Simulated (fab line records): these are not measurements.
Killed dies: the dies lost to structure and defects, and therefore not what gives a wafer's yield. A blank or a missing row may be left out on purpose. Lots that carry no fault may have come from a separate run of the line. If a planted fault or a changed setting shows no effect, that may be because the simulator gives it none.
One fault seen from 2 desks || flow gf180mcu || each desk holds nothing but its own numbers, with what lay behind them at the end

TOOL OWNER'S DESK, litho_track-03
Per lot that ran on this tool, the mean of the sampled wafers carrying a number, from the tool's own readings at GF_M1_SOFTBAKE_10 (time 60 s). A lot is out of limits, marked OUT, if its mean lies more than 4 standard deviations from the usual mean; the brackets give that distance.
Columns: A = exhaust_pa at GF_M1_SOFTBAKE_10, usual 45.1 Pa; B = heater_power_total_W at GF_M1_SOFTBAKE_10, usual 93.05 W; C = plate_temp_C at GF_M1_SOFTBAKE_10, usual 130.00 C
{"lot": "L778", "first seen here": "day 16 20:46", "A": 45.5, "B": 93.08, "C": 130.09}
{"lot": "L780", "first seen here": "day 17 12:34", "A": 45.1, "B": 93.09, "C": 130.02}
{"lot": "L790", "first seen here": "day 21 06:46", "A": 44.9, "B": "107.37 (+99 or more) OUT", "C": "145.10 (+99 or more) OUT"}
{"lot": "L793", "first seen here": "day 22 08:31", "A": 45.6, "B": "107.38 (+99 or more) OUT", "C": "145.25 (+99 or more) OUT"}
This desk finds L790, L793 out of limits, L790 being first, at day 21 06:46 (heater_power_total_W at GF_M1_SOFTBAKE_10). Within limits: L778, L780.

AT THE METROLOGY DESK
What the gauges read for every lot (on any tool): the sampled wafers with a number, averaged. A lot is out of limits, marked OUT, if its mean lies more than 4 standard deviations from the usual mean; the brackets give that distance.
Columns: A = cd_nm at GF_M1_CD_MEAS_14, usual 229.5 nm; B = V1_CVD_00_THK at GF_V1_THK_MEAS_01, usual 579 nm
{"lot": "L778", "first seen here": "day 17 08:22", "A": 228.1, "B": 584}
{"lot": "L779", "first seen here": "day 17 11:55", "A": 229.3, "B": 581}
{"lot": "L780", "first seen here": "day 18 00:43", "A": 228.4, "B": 576}
{"lot": "L781", "first seen here": "day 18 05:13", "A": 228.4, "B": 582}
{"lot": "L782", "first seen here": "day 18 13:26", "A": 229.2, "B": 584}
{"lot": "L783", "first seen here": "day 18 23:16", "A": 230.2, "B": 585}
{"lot": "L784", "first seen here": "day 19 09:02", "A": 229.6, "B": 575}
{"lot": "L785", "first seen here": "day 19 23:11", "A": 229.3, "B": 578}
{"lot": "L786", "first seen here": "day 20 10:18", "A": 229.6, "B": 577}
{"lot": "L790", "first seen here": "day 21 19:00", "A": "171.2 (-59) OUT", "B": "-"}
{"lot": "L793", "first seen here": "day 22 19:56", "A": "170.4 (-60) OUT", "B": "-"}
{"lot": "L797", "first seen here": "day 23 22:27", "A": 229.5, "B": 589}
{"lot": "L800", "first seen here": "day 24 23:08", "A": 227.8, "B": 574}
{"lot": "L801", "first seen here": "day 25 03:55", "A": 229.7, "B": 575}
This desk finds L790, L793 out of limits, L790 being first, at day 21 19:00 (cd_nm at GF_M1_CD_MEAS_14). Within limits: L778, L779, L780, L781, L782, L783, L784, L785, L786, L797, L800, L801.

TAKEN TOGETHER
The tool owner's desk had the chance to raise an alarm at day 21 06:46 on L790, L793.
An alarm was possible from the metrology desk at day 21 19:00, on L790, L793.
On litho_track-03, each named lot ran GF_M1_SOFTBAKE_10.

WHAT THE SIMULATOR HAD INSERTED
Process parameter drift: litho_track-03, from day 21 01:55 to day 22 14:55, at GF_M1_SOFTBAKE_10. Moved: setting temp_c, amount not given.
Struck lots among those shown: L790, L793.
Hours from the fault's start to each desk's first reading out of limits: the tool owner's desk, 5; the metrology desk, 17.
